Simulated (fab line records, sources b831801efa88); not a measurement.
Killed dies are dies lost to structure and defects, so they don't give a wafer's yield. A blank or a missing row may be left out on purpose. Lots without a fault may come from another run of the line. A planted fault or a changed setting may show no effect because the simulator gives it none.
fab line records | flow gf180mcu
record lots=13 wafers=39 last_day=34
route steps=602 shown CONTACT@287 V1@338 V2@399 V3@430
lots that met no fault: from a run of the same line without faults
start_h: hours from the record's first day to the start of the lot's first wafer shown | wait_h: hours since the lot's step before | " the same as in the row above | L1.1+2: a row that stands for several wafers | - no value, or no start given | * or withheld: withheld | < > ~ a bound
route shown NAME@n: a module of which the file shows steps, and the number in the route of the first | usual: mean/standard deviation of fault-free wafers | same: alike in all rows | chamber/n: place in a boat | sites: the reading at each site | _std_site: their standard deviation | _edge_site: outer sites' mean less inner sites' | radius_mm: how far each site lies from the wafer's centre | mask NAME#n: copy n | behind: the tool/chamber that last shaped the wafer | hold: why the lot was held/for how many hours/how that ended | device: the transistor (n, p or np) that didn't switch | end of line: the same wafers' tests at the end of the route | a step without rows: its recipe alone | killed: dies lost to structure and defects at the first sort, not the wafer's yield | map: a wafer's dies, x killed, . not, _ none there
set.NAME: the setting as run; set.NAME@STEP: as run at that earlier step | model.NAME: the simulator's own value behind a step, which no gauge read
steps of the route over a sample of lots; a table a step, a row a wafer
services: from which hour (start_h, from the record's first day; less than 0 if before it) a tool's chamber was out of use, for how many hours, and why
## steps
# step GF_CONTACT_CVD_00
# recipe material=SiO2 target_thk_nm=300 sigma_open_frac=0.3 temp_c=400 time_s=50 sih4_flow_sccm=60 pressure_mtorr=6
# usual sih4_flow_sccm=60.01/0.17
# columns lot.wafer tool chamber start_h wait_h sih4_flow_sccm
L177.2 hdpcvd-01 1 345.22 0.1 59.85
L177.4 " 1 " " 60.12
L177.5 " 2 " " 59.90
L178.1 hdpcvd-02 1 347.64 0.1 59.98
L178.2 " 0 " " 59.91
L178.3 " 2 " " 59.65
L179.1 hdpcvd-02 1 363.79 0.1 59.82
L179.3 " 0 " " 60.17
L179.5 " 2 " " 59.83
L180.2 hdpcvd-01 2 371.26 0.1 59.88
L180.5 " 2 " " 59.89
L180.6 " 0 " " 59.92
L184.1 hdpcvd-01 1 408.18 0.1 59.77
L184.3 " 0 " " 59.89
L184.5 " 0 " " 60.19
L186.1 hdpcvd-02 1 423.43 0.1 60.01
L186.2 " 0 " " 60.11
L186.5 " 0 " " 60.00
L187.2 hdpcvd-02 0 438.35 0.1 50.92
L187.3 " 2 " " 51.19
L187.4 " 0 " " 51.06
L188.2 hdpcvd-01 0 441.34 0.1 59.88
L188.3 " 2 " " 60.15
L188.5 " 0 " " 60.04
L189.2 hdpcvd-02 0 460.36 0.1 51.07
L189.3 " 2 " " 50.93
L189.5 " 1 " " 51.29
L190.1 hdpcvd-01 1 469.54 0.1 60.22
L190.3 " 1 " " 60.27
L190.6 " 1 " " 59.87
L191.1 hdpcvd-01 2 483.42 0.1 60.02
L191.3 " 1 " " 60.00
L191.6 " 1 " " 60.23
L197.1 hdpcvd-02 1 528.34 0.2 60.02
L197.2 " 2 " " 60.23
L197.3 " 0 " " 60.16
L199.1 hdpcvd-02 0 538.53 0.1 60.01
L199.5 " 0 " " 60.05
L199.6 " 1 " " 59.99
# step GF_CONTACT_THK_MEAS_01
# recipe reads=SiO2_of_CONTACT_CVD_00
# usual CONTACT_CVD_00_THK=301/3.2
# columns lot.wafer tool chamber start_h wait_h CONTACT_CVD_00_THK[nm]
L177.2 film_metro-03 - 345.28 0.0 301
L177.4 " - " " 296
L177.5 " - " " 301
L178.1 film_metro-03 - 347.69 0.0 305
L178.2 " - " " 302
L178.3 " - " " 299
L179.1 film_metro-02 - 363.84 0.0 306
L179.3 " - " " 305
L179.5 " - " " 299
L180.2 film_metro-02 - 371.32 0.0 302
L180.5 " - " " 300
L180.6 " - " " 304
L184.1 film_metro-03 - 408.23 0.0 300
L184.3 " - " " 300
L184.5 " - " " 302
L186.1 film_metro-02 - 423.47 0.0 301
L186.2 " - " " 303
L186.5 " - " " 301
L187.2 film_metro-01 - 438.41 0.0 261
L187.3 " - " " 257
L187.4 " - " " 260
L188.2 film_metro-01 - 441.40 0.0 304
L188.3 " - " " 299
L188.5 " - " " 304
L189.2 film_metro-02 - 460.42 0.0 253
L189.3 " - " " 249
L189.5 " - " " 256
L190.1 film_metro-03 - 469.60 0.0 302
L190.3 " - " " 304
L190.6 " - " " 300
L191.1 film_metro-03 - 483.47 0.0 301
L191.3 " - " " 300
L191.6 " - " " 300
L197.1 film_metro-01 - 528.38 0.0 303
L197.2 " - " " 304
L197.3 " - " " 304
L199.1 film_metro-03 - 538.58 0.0 301
L199.5 " - " " 300
L199.6 " - " " 303
# step GF_CONTACT_ETCH_17
# recipe chemistry=C4F8/O2/Ar mask_material=KrF target=SiO2 stop_on=CoSi2 source_w=1500 bias_w=1200 pressure_mtorr=40 c4f8_flow_sccm=withheld O2_flow_sccm=6 Ar_flow_sccm=300 time_s=withheld target_depth_a=8600
# usual oes_product_au=0.815/0.005
# columns lot.wafer tool chamber start_h wait_h oes_product_au
L177.2 rie_diel-02 2 - - 0.813
L177.4 " 1 " " 0.808
L177.5 " 2 " " 0.812
L178.1 rie_diel-01 0 - - 0.821
L178.2 " 1 " " 0.812
L178.3 " 2 " " 0.805
L179.1 rie_diel-03 2 - - 0.815
L179.3 " 1 " " 0.812
L179.5 " 3 " " 0.808
L180.2 rie_diel-03 2 - - 0.809
L180.5 " 2 " " 0.818
L180.6 " 3 " " 0.813
L184.1 rie_diel-03 3 - - 0.810
L184.3 " 0 " " 0.814
L184.5 " 2 " " 0.821
L186.1 rie_diel-01 0 - - 0.812
L186.2 " 2 " " 0.812
L186.5 " 1 " " 0.815
L187.2 rie_diel-02 3 - - 0.800
L187.3 " 3 " " 0.793
L187.4 " 2 " " 0.796
L188.2 rie_diel-01 0 - - 0.816
L188.3 " 2 " " 0.821
L188.5 " 2 " " 0.815
L189.2 rie_diel-02 2 - - 0.783
L189.3 " 3 " " 0.781
L189.5 " 1 " " 0.785
L190.1 rie_diel-02 3 - - 0.812
L190.3 " 2 " " 0.805
L190.6 " 3 " " 0.817
L191.1 rie_diel-03 0 - - 0.816
L191.3 " 1 " " 0.814
L191.6 " 3 " " 0.815
L197.1 rie_diel-03 3 - - 0.811
L197.2 " 1 " " 0.818
L197.3 " 2 " " 0.826
L199.1 rie_diel-03 1 - - 0.815
L199.5 " 2 " " 0.814
L199.6 " 3 " " 0.819
# step GF_V1_THK_MEAS_03
# recipe reads=SiO2_of_V1_CVD_02
# usual V1_CVD_02_THK=849/12
# columns lot.wafer tool chamber start_h wait_h V1_CVD_02_THK[nm]
L177.2 film_metro-04 - 392.97 0.0 845
L177.4 " - " " 867
L177.5 " - " " 859
L178.1 film_metro-03 - 395.02 0.0 827
L178.2 " - " " 828
L178.3 " - " " 845
L179.1 film_metro-03 - 413.35 0.0 841
L179.3 " - " " 846
L179.5 " - " " 857
L180.2 film_metro-01 - 420.13 0.0 819
L180.5 " - " " 829
L180.6 " - " " 842
L184.1 film_metro-04 - 458.97 0.0 837
L184.3 " - " " 838
L184.5 " - " " 861
L186.1 film_metro-03 - 474.91 0.1 855
L186.2 " - " " 860
L186.5 " - " " 862
L187.2 film_metro-01 - 489.05 0.0 847
L187.3 " - " " 847
L187.4 " - " " 860
L188.2 film_metro-04 - 492.03 0.0 833
L188.3 " - " " 828
L188.5 " - " " 829
L189.2 film_metro-03 - 512.32 0.0 849
L189.3 " - " " 840
L189.5 " - " " 867
L190.1 film_metro-01 - 520.45 0.0 831
L190.3 " - " " 852
L190.6 " - " " 858
L191.1 film_metro-04 - 533.44 0.0 845
L191.3 " - " " 842
L191.6 " - " " 847
L197.1 film_metro-04 - 576.96 0.0 842
L197.2 " - " " 845
L197.3 " - " " 835
L199.1 film_metro-01 - 588.71 0.2 853
L199.5 " - " " 869
L199.6 " - " " 881
# step GF_V2_ETCH_17
# recipe chemistry=C4F8/O2/Ar mask_material=KrF target=SiO2 stop_on=TiN source_w=1500 bias_w=1200 pressure_mtorr=40 c4f8_flow_sccm=withheld O2_flow_sccm=6 Ar_flow_sccm=300 time_s=withheld target_depth_a=6300
# usual oes_product_au=0.855/0.0045
# columns lot.wafer tool chamber start_h wait_h oes_product_au
L177.2 rie_diel-04 1 - - 0.851
L177.4 " 3 " " 0.845
L177.5 " 3 " " 0.853
L178.1 rie_diel-01 0 - - 0.863
L178.2 " 2 " " 0.853
L178.3 " 3 " " 0.864
L179.1 rie_diel-02 3 - - 0.856
L179.3 " 2 " " 0.858
L179.5 " 0 " " 0.844
L180.2 rie_diel-01 2 - - 0.856
L180.5 " 2 " " 0.859
L180.6 " 1 " " 0.856
L184.1 rie_diel-02 3 - - 0.857
L184.3 " 2 " " 0.857
L184.5 " 2 " " 0.862
L186.1 rie_diel-02 3 - - 0.857
L186.2 " 0 " " 0.852
L186.5 " 2 " " 0.859
L187.2 rie_diel-01 1 - - 0.857
L187.3 " 2 " " 0.853
L187.4 " 0 " " 0.851
L188.2 rie_diel-02 2 - - 0.864
L188.3 " 3 " " 0.852
L188.5 " 1 " " 0.857
L189.2 rie_diel-01 0 - - 0.850
L189.3 " 2 " " 0.855
L189.5 " 2 " " 0.850
L190.1 rie_diel-01 2 - - 0.857
L190.3 " 0 " " 0.857
L190.6 " 0 " " 0.851
L191.1 rie_diel-02 2 - - 0.850
L191.3 " 0 " " 0.859
L191.6 " 0 " " 0.853
L197.1 rie_diel-02 3 - - 0.856
L197.2 " 0 " " 0.851
L197.3 " 1 " " 0.858
L199.1 rie_diel-02 1 - - 0.858
L199.5 " 3 " " 0.861
L199.6 " 2 " " 0.858
# step GF_V3_THK_MEAS_01
# recipe reads=SiO2_of_V3_CVD_00
# usual V3_CVD_00_THK=627/6.9
# columns lot.wafer tool chamber start_h wait_h V3_CVD_00_THK[nm]
L177.2 film_metro-03 - 495.52 0.0 620
L177.4 " - " " 622
L177.5 " - " " 636
L178.1 film_metro-03 - 496.71 0.0 628
L178.2 " - " " 633
L178.3 " - " " 638
L179.1 film_metro-04 - 515.37 0.0 635
L179.3 " - " " 627
L179.5 " - " " 630
L180.2 film_metro-01 - 521.85 0.0 627
L180.5 " - " " 636
L180.6 " - " " 621
L184.1 film_metro-01 - 559.53 0.0 625
L184.3 " - " " 618
L184.5 " - " " 616
L186.1 film_metro-04 - 574.78 0.0 631
L186.2 " - " " 632
L186.5 " - " " 626
L187.2 film_metro-03 - 588.35 0.0 636
L187.3 " - " " 635
L187.4 " - " " 640
L188.2 film_metro-03 - 589.95 0.0 626
L188.3 " - " " 627
L188.5 " - " " 620
L189.2 film_metro-04 - 611.56 0.0 635
L189.3 " - " " 634
L189.5 " - " " 637
L190.1 film_metro-04 - 614.09 0.0 619
L190.3 " - " " 633
L190.6 " - " " 630
L191.1 film_metro-01 - 626.40 0.0 626
L191.3 " - " " 630
L191.6 " - " " 635
L197.1 film_metro-01 - 663.34 0.0 626
L197.2 " - " " 609
L197.3 " - " " 630
L199.1 film_metro-04 - 677.26 0.0 639
L199.5 " - " " 643
L199.6 " - " " 635
## services
# columns tool chamber start_h hours kind
rie_diel-03 - 345.41 4.3 pm
hdpcvd-01 - 360.83 5.5 pm
rie_diel-03 0 361.91 5.0 repair
hdpcvd-01 - 375.95 1.0 repair
rie_diel-01 3 381.60 7.2 repair
rie_diel-03 0 402.86 4.6 repair
rie_diel-02 2 437.04 6.2 repair
rie_diel-03 3 444.92 4.0 repair
rie_diel-02 1 449.99 3.8 repair
rie_diel-02 0 461.86 3.9 repair
hdpcvd-01 2 465.45 11.7 repair
rie_diel-02 1 472.42 2.7 repair
rie_diel-03 1 477.73 3.4 repair
rie_diel-03 1 513.73 8.2 repair
rie_diel-03 2 525.69 1.4 repair
rie_diel-02 0 534.86 4.5 repair
hdpcvd-02 - 539.25 15.0 pm
rie_diel-01 0 539.40 9.9 repair
rie_diel-01 2 568.87 8.0 repair
rie_diel-03 - 577.97 2.8 pm
rie_diel-01 - 592.35 14.6 pm
rie_diel-03 3 608.08 2.1 repair
rie_diel-03 2 612.19 4.7 repair
rie_diel-01 0 647.41 35.4 repair
## key
first_sign step=GF_CONTACT_CVD_00 reading=sih4_flow_sccm direction=down sigmas=54 usual=60.01 struck=51.08
effect step=GF_CONTACT_THK_MEAS_01 reading=CONTACT_CVD_00_THK direction=down sigmas=14 usual=301 struck=256
effect step=GF_CONTACT_ETCH_17 reading=oes_product_au direction=down sigmas=5.1 usual=0.815 struck=0.790
met_at GF_CONTACT_CVD_00
struck_lots L187,L189
tester_left_out L187,L189
not_acting_at GF_V1_THK_MEAS_03,GF_V2_ETCH_17,GF_V3_THK_MEAS_01
onset_between 423.43 438.35
fault kind=process_parameter_drift tool=hdpcvd-02 chamber=- onset_h=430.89 steps=GF_CONTACT_CVD_00 channel=sih4_flow_sccm offset=-9 shape=step end_h=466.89 acts_in=these_recipes_only stated=60
# tester_left_out: of these lots the tester's yield and bins aren't shown, on N5 and GAA mostly nor the transistor test; their killed dies are dies lost to structure and defects alone, not to doping, threshold or leakage, so they don't give the yield
